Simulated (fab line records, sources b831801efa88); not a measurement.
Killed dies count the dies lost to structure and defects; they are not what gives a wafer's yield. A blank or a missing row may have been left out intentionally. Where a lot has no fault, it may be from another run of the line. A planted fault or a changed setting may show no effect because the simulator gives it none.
Which tool is to blame? | flow gf180mcu | 36 wafers from 12 lots sampled at 5 of the route's 602 steps

## WHAT EACH GAUGE READ, for each wafer
GF_V4_RS_MEAS_24: uses a four-point probe to measure. Usual: V4_W_RS typically reads 0.329 ohm/sq, with standard deviation 0.0042.
lot  | measured     | on            | V4_W_RS (ohm/sq)  | flag
L569 | day 25 05:13 | film-metro-04 | 0.329 0.327 0.326 |
L572 | day 25 17:51 | film-metro-01 | 0.328 0.329 0.337 |
L571 | day 25 23:09 | film-metro-03 | 0.335 0.334 0.326 |
L574 | day 26 13:56 | film-metro-03 | 0.337 0.337 0.332 |
L575 | day 26 23:50 | film-metro-04 | 0.333 0.330 0.329 |
L578 | day 27 18:11 | film-metro-03 | 0.324 0.332 0.327 |
L579 | day 28 03:11 | film-metro-01 | 0.332 0.328 0.324 |
L580 | day 28 09:09 | film-metro-01 | 0.330 0.327 0.332 |
L581 | day 28 14:46 | film-metro-03 | 0.324 0.323 0.323 |
L586 | day 30 04:39 | film-metro-03 | 0.325 0.326 0.322 |
L588 | day 30 13:10 | film-metro-01 | 0.327 0.332 0.333 |
L591 | day 31 09:45 | film-metro-01 | 0.326 0.339 0.327 |

GF_V5_BOW_MEAS_05. Usual: V5_BOW typically reads 138 um, with standard deviation 9.2.
lot  | measured     | on            | V5_BOW (um) | flag
L569 | day 27 00:40 | film-metro-01 | 151 145 137 |
L572 | day 27 14:25 | film-metro-02 | 147 136 144 |
L571 | day 27 18:46 | film-metro-01 | 139 126 142 |
L574 | day 28 08:37 | film-metro-03 | 123 119 126 |
L575 | day 28 19:33 | film-metro-01 | 130 140 129 |
L578 | day 29 18:43 | film-metro-02 | 124 127 131 |
L579 | day 29 20:44 | film-metro-03 | 151 131 129 |
L580 | day 30 01:40 | film-metro-01 | 146 141 149 |
L581 | day 30 07:35 | film-metro-03 | 134 121 135 |
L586 | day 31 18:39 | film-metro-03 | 147 136 149 |
L588 | day 32 02:55 | film-metro-01 | 136 139 152 |
L591 | day 32 21:25 | film-metro-01 | 126 125 121 |

GF_TOP_METAL_CD_MEAS_14: the cd target is 440 nm. Usual: 439.9 nm for cd-nm, sd 2.4.
lot  | measured     | on        | cd-nm (nm)        | flag
L569 | day 28 18:55 | cd-sem-01 | 439.2 441.6 443.4 |
L572 | day 29 05:56 | cd-sem-02 | 439.4 438.2 439.5 |
L571 | day 29 11:16 | cd-sem-01 | 438.0 436.7 440.2 |
L574 | day 30 00:29 | cd-sem-01 | 439.0 440.1 442.0 |
L575 | day 30 11:47 | cd-sem-01 | 439.3 440.1 439.1 |
L578 | day 31 08:40 | cd-sem-02 | 442.1 441.5 441.6 |
L579 | day 31 10:51 | cd-sem-01 | 437.0 438.1 436.5 |
L580 | day 31 15:57 | cd-sem-02 | 443.5 439.7 441.9 |
L581 | day 31 20:01 | cd-sem-01 | 437.8 439.0 438.4 |
L586 | day 33 04:35 | cd-sem-02 | 439.3 439.4 439.0 |
L588 | day 33 12:52 | cd-sem-01 | 433.0 409.7 419.2 | OFF
L591 | day 34 06:19 | cd-sem-01 | 439.4 438.2 439.8 |

## TOOL THAT RAN EACH LOT (tool first, then ch and the chambers of the sampled wafers, then the start)
lot  | GF_V5_ETCH_17                                 | GF_TOP_METAL_EXPOSE_11
L569 | rie-diel-04 ch 1,2,3, day 28 08:49 or earlier | iline-stepper-02 ch 0, day 28 08:49
L572 | rie-diel-04 ch 2,3, day 28 21:17 or earlier   | iline-stepper-02 ch 0, day 28 21:17
L571 | rie-diel-01 ch 0,2,3, day 29 01:49 or earlier | iline-stepper-02 ch 0, day 29 01:49
L574 | rie-diel-01 ch 0,1, day 29 15:08 or earlier   | iline-stepper-01 ch 0, day 29 15:08
L575 | rie-diel-02 ch 0,1,2, day 30 01:50 or earlier | iline-stepper-02 ch 0, day 30 01:50
L578 | rie-diel-01 ch 0,1,2, day 30 23:40 or earlier | iline-stepper-02 ch 0, day 30 23:40
L579 | rie-diel-01 ch 0,1, day 31 02:16 or earlier   | iline-stepper-01 ch 0, day 31 02:16
L580 | rie-diel-01 ch 0,1, day 31 07:31 or earlier   | iline-stepper-01 ch 0, day 31 07:31
L581 | rie-diel-04 ch 1,2, day 31 11:54 or earlier   | iline-stepper-02 ch 0, day 31 11:54
L586 | rie-diel-01 ch 0,1,2, day 32 21:05 or earlier | iline-stepper-01 ch 0, day 32 21:05
L588 | rie-diel-02 ch 0,1,3, day 33 05:29 or earlier | iline-stepper-02 ch 0, day 33 05:29
L591 | rie-diel-04 ch 0,2, day 33 22:31 or earlier   | iline-stepper-01 ch 0, day 33 22:31
- GF_V5_ETCH_17: etches SiO2 in C4F8/O2/Ar, stops on TiN, target depth 855 nm.
- GF_TOP_METAL_EXPOSE_11: exposes mask MetalTop, target cd 440 nm.

## WHAT THE TOOLS THEMSELVES READ (means of the sampled wafers that have a number; where no wafer has one, the mark that the record gives instead)
GF_V5_ETCH_17. Usual: oes-product-au 0.859 a.u., standard deviation 0.0046; rf-fwd-power-W 1494 W, standard deviation 4.4.
lot  | tool        | oes-product-au (a.u.) | rf-fwd-power-W (W) | flag
L569 | rie-diel-04 | 0.858                 | 1495               |
L572 | rie-diel-04 | 0.858                 | 1495               |
L571 | rie-diel-01 | 0.858                 | 1492               |
L574 | rie-diel-01 | 0.857                 | 1488               |
L575 | rie-diel-02 | 0.860                 | 1494               |
L578 | rie-diel-01 | 0.863                 | 1491               |
L579 | rie-diel-01 | 0.858                 | 1493               |
L580 | rie-diel-01 | 0.860                 | 1494               |
L581 | rie-diel-04 | 0.855                 | 1492               |
L586 | rie-diel-01 | 0.859                 | 1494               |
L588 | rie-diel-02 | 0.860                 | 1499               |
L591 | rie-diel-04 | 0.857                 | 1497               |

GF_TOP_METAL_EXPOSE_11. Usual: exposure-dose-mJ-cm2 169.77, standard deviation 0.19; focus-offset-nm 0.0 nm, standard deviation 0.56.
lot  | tool             | exposure-dose-mJ-cm2 | focus-offset-nm (nm) | flag
L569 | iline-stepper-02 | 169.83               | 0.0                  |
L572 | iline-stepper-02 | 169.56               | 0.4                  |
L571 | iline-stepper-02 | 169.94               | 0.8                  |
L574 | iline-stepper-01 | 169.82               | -0.7                 |
L575 | iline-stepper-02 | 169.62               | -0.5                 |
L578 | iline-stepper-02 | 170.02               | -0.1                 |
L579 | iline-stepper-01 | 169.80               | 0.2                  |
L580 | iline-stepper-01 | 169.73               | -0.6                 |
L581 | iline-stepper-02 | 169.76               | 0.1                  |
L586 | iline-stepper-01 | 170.11               | -0.8                 |
L588 | iline-stepper-02 | 159.37               | -0.2                 | OFF
L591 | iline-stepper-01 | 169.67               | 0.6                  |

## THE ANSWER, worked out from the rows above alone
Rule: take the mean of a lot's wafers that have a number; if it is more than 3 standard deviations from the usual mean, the lot is off. A lot without any number at a reading at which 4 lots or more have one is off too. All remaining lots with rows at the step are treated as sound. After the gauges, taken in route order, come the tools' own readings; for these a lot's mean is taken, as printed above. At the first step where some lot is off, the reading lying furthest off is the one used; lots without a number count as furthest.
Off, at GF_TOP_METAL_CD_MEAS_14 on cd-nm: L588.
A tool fits if, at a process step before that reading, it ran every lot that is off, and no sound lot after the first of them. The gauges at GF_TOP_METAL_CD_MEAS_14 aren't tried: what is off there is off at GF_TOP_METAL_EXPOSE_11 too, on other tools, and a gauge's error can't cause that. Because GF_V5_ETCH_17 lacks a start for some lots, the hours and order of its lots are taken from GF_TOP_METAL_EXPOSE_11. Undecided on this evidence; 2 tools fit (rie-diel-02 at GF_V5_ETCH_17, iline-stepper-02 at GF_TOP_METAL_EXPOSE_11).

## WHAT THE SIMULATOR HAD INSERTED
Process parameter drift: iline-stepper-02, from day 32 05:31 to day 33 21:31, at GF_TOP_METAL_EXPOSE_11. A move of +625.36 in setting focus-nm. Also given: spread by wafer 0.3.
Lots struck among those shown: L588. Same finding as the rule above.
